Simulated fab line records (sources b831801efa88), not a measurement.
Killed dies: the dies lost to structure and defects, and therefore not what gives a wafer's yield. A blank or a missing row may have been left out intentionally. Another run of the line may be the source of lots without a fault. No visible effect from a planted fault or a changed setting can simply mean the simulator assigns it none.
Split-lot trial -- flow sky130 -- 18 wafers read from 5 lots, route of 708 steps

== THE SPLIT ITSELF ==
At SKY_CAPM_COAT_07 (resist thk 1140 nm), the setting spin rpm was moved away from the recipe's 3000 rpm on 7 of the 18 wafers read, by -7.1% to -3.3%. The other wafers ran this setting at the recipe's value.

== FROM THE SPLIT TO THE READING: what the file shows between them, 3 steps ==
- SKY_CAPM_SOFTBAKE_08: time 60 s
- SKY_CAPM_EXPOSE_09: exposes mask CAPM, target cd 1000 nm
- SKY_CAPM_DEVELOP_11: develop time 60 s

== THE READING ==
NOVOLAK_of_CAPM_COAT_07.thk nm (the simulator's own value, which no gauge read), in nm, at SKY_CAPM_METAL_ETCH_13 (etches TiN in Cl2/BCl3, stops on SiO2, target depth 220 nm, time 62.9 s). No usual value for it is given in the file. The 11 wafers here that ran the recipe average 993.5 nm, standard deviation 2.5 nm.

wafer,"tool, chamber at the split","spin rpm as run, rpm",against the recipe,"NOVOLAK_of_CAPM_COAT_07.thk nm, nm",against lot-mates on the recipe
L074.1,"litho track-03, 0",2786,-7.1%,1036,+40.7
L074.5,"litho track-03, 0",3000,recipe,995.3,-
L074.6,"litho track-03, 0",2786,-7.1%,1035,+39.7
L079.4,"litho track-03, 0",3000,recipe,998.3,-
L079.5,"litho track-03, 0",3000,recipe,994.4,-
L079.6,"litho track-03, 0",3000,recipe,996.2,-
L082.1,"litho track-04, 0",3000,recipe,991.9,-
L082.2,"litho track-04, 0",3000,recipe,992.6,-
L082.4,"litho track-04, 0",2871,-4.3%,1016,+25.0
L082.5,"litho track-04, 0",2871,-4.3%,1020,+29.0
L082.6,"litho track-04, 0",3000,recipe,988.4,-
L083.3,"litho track-02, 0",3000,recipe,994,-
L083.4,"litho track-02, 0",2900,-3.3%,1013,+19.0
L084.1,"litho track-02, 0",3000,recipe,992,-
L084.2,"litho track-02, 0",3000,recipe,992,-
L084.3,"litho track-02, 0",2851,-5.0%,1023,+30.5
L084.5,"litho track-02, 0",2851,-5.0%,1024,+31.5
L084.6,"litho track-02, 0",3000,recipe,993.6,-

THE FIT
A straight line over all 18 wafers: NOVOLAK_of_CAPM_COAT_07.thk nm changes by -5.89 nm for each +1% of spin rpm; r = -0.99; the points scatter about the line by 2.2 nm.
The same after taking each lot's own level away (the mean of its wafers on the recipe; 18 wafers): -5.88 nm for each +1%; r = -0.99; scatter 1.7 nm.
The reading moves by 42 nm for the largest change in spin rpm, on that fit.
The lots' own levels span 990.97 to 996.30 nm, that is 2.1 times the standard deviation above.
Consequently the slope shifts little with the lot-to-lot level, the two slopes agreeing.
Check: with one of the wafers moved furthest among these (-7.1%) left out of the fit, the line predicts +42.6 nm for it against its lot-mates. It came out at +40.7 nm against them.

== THE WHOLE CHAIN: every reading that the file lists as answering this split, in the file's order ==
step,what it does,reading,change (the file's fit),r (the file's)
SKY_CAPM_COAT_07,resist thk 1140 nm,"NOVOLAK_of_CAPM_COAT_07.thk nm (the simulator's own value, which no gauge read)",-6.21 nm for each +1% of the setting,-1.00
SKY_CAPM_METAL_ETCH_13,"etches TiN in Cl2/BCl3, stops on SiO2, target depth 220 nm, time 62.9 s","NOVOLAK_of_CAPM_COAT_07.thk nm (the simulator's own value, which no gauge read)",-6 nm for each +1% of the setting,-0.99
SKY_CAPM_STRIP_14,strips in O2/N2,strip time to endpoint s,withheld for each +1% of the setting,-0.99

== FILE'S OWN FIT ==
NOVOLAK_of_CAPM_COAT_07.thk nm changes by -6 nm for each +1% of spin rpm, r = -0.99.
